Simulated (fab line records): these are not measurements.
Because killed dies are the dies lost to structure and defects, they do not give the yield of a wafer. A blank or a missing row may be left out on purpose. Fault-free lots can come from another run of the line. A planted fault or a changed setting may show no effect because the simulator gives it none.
Which tool did it?	flow sky130	Sampling: 10 lots, 30 wafers, 2 of 708 route steps

## WHAT EACH GAUGE READ, for each wafer
SKY_METAL2_RS_MEAS_05: measures by four-point-probe.
lot	measured	on	METAL2_ALCU_RS (ohm/sq)
L977	day 33 14:07	filmMetro-01	0.1261 0.1244 0.1255
L978	day 34 04:13	filmMetro-04	0.1268 0.1263 0.1276
L988	day 37 10:01	filmMetro-04	0.1274 0.0957 0.1265
L989	day 37 14:49	filmMetro-01	0.1264 0.1278 0.1259
L992	day 39 00:25	filmMetro-03	0.1268 0.1262 0.1273
L993	day 39 06:20	filmMetro-04	0.1265 0.1270 0.1272
L994	day 39 06:59	filmMetro-03	0.1261 0.1271 0.1269
L998	day 40 04:52	filmMetro-04	0.1265 0.1276 0.1263
L999	day 40 14:49	filmMetro-03	0.1261 0.1274 0.1262
L100	day 40 23:59	filmMetro-03	0.1281 0.1295 0.1287

## WHAT TOOL EACH LOT RAN ON (gives the tool, then ch and the chambers of the sampled wafers, and finally the start)
lot	SKY_METAL2_SPUTTER_02
L977	pvdSputter-03, day 33 14:01
L978	pvdSputter-03, day 34 04:07
L988	pvdSputter-03, day 37 09:56
L989	pvdSputter-04, day 37 14:40
L992	pvdSputter-02, day 39 00:18
L993	pvdSputter-04, day 39 06:13
L994	pvdSputter-02, day 39 06:52
L998	pvdSputter-02, day 40 04:47
L999	pvdSputter-02, day 40 14:42
L100	pvdSputter-03, day 40 23:52
- SKY_METAL2_SPUTTER_02: material AlCu, target thk 250 nm, time 13.3 s.

## THE ANSWER, worked out from the rows above alone
Rule: usual is defined by the lots themselves. The widest of any qualifying gaps counts: lots, ordered by their means at a reading, are off when they make up no more than a third of the lots, leave a main group of 4 or more, and stand apart from it by 3 or more times the standard deviation of that group's means. Not used: any main group whose means are identical at the precision the tables above print for the reading. A lot without any number at a reading at which 4 lots or more have one is off too. All remaining lots with rows at the step are treated as sound.
Off: L988, seen at SKY_METAL2_RS_MEAS_05 (METAL2_ALCU_RS). For the main group the mean is 0.1268 ohm/sq and the standard deviation 0.00082.
If a tool, at a process step before that reading, ran all the lots that are off and no sound lot after the first of them, it fits. Those tools and the gauges at SKY_METAL2_RS_MEAS_05 are tried in the same way. None of those tried fits.

## WHAT THE SIMULATOR PUT IN
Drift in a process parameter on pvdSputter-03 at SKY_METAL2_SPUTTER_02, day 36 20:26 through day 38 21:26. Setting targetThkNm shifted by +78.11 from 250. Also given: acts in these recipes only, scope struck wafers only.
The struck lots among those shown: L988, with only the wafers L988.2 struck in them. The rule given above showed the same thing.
